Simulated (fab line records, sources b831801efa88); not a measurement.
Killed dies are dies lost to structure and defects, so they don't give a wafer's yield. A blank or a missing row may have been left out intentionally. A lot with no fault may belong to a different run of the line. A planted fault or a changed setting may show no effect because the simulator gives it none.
Chamber matching + flow sky130 + SKY_VIA3_CMP_02 on cmp-01 has 3 sister chambers
The step polishes SiO2. 3 wafers are shown with their chamber, then 9 later ones without.

== WAFERS PAIRED WITH THEIR CHAMBERS ==
| wafer  | chamber | motorCurrentA (A) |
|--------|---------|-------------------|
| L082.5 | 2       | 12.8              |
| L087.5 | 1       | 13.9              |
| L087.6 | 0       | 12.0              |

== WAFERS MISSING THEIR CHAMBER ==
| wafer  | motorCurrentA (A) |
|--------|-------------------|
| L088.2 | 12.9              |
| L088.3 | 11.9              |
| L088.5 | 12.1              |
| L089.1 | 13.3              |
| L089.6 | 13.3              |
| L094.1 | 14.3              |
| L094.4 | 12.2              |
| L097.3 | 12.1              |
| L097.5 | 13.1              |

== THE CHAMBER EACH PASSED THROUGH ==
| wafer  | from the rows above     | in truth                   |
|--------|-------------------------|----------------------------|
| L088.2 | 2                       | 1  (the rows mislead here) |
| L088.3 | 0                       | 0                          |
| L088.5 | can't be placed: 0 or 2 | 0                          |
| L089.1 | can't be placed: 2 or 1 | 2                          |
| L089.6 | can't be placed: 2 or 1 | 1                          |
| L094.1 | 1                       | 1                          |
| L094.4 | can't be placed: 0 or 2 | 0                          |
| L097.3 | can't be placed: 0 or 2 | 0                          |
| L097.5 | can't be placed: 2 or 1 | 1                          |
Correct placement for 2 of the 9. From these rows, 6 cannot be placed; in 6 the true chamber is one of the candidates. Placed wrongly: 1.
How it was worked out, from the rows above alone: a wafer's distance from a chamber is the root of the sum, over the readings, of the square of ((its reading less the chamber's mean) divided by the reading's scatter). If the next closest chamber is less than 2 further off than the closest, the wafer can't be placed; otherwise it belongs to the closest. A chamber's mean is the mean of its shown wafers. The scatter: with one shown wafer a chamber, the root of the mean of the squares of how far each hidden wafer lies from its nearest shown one.
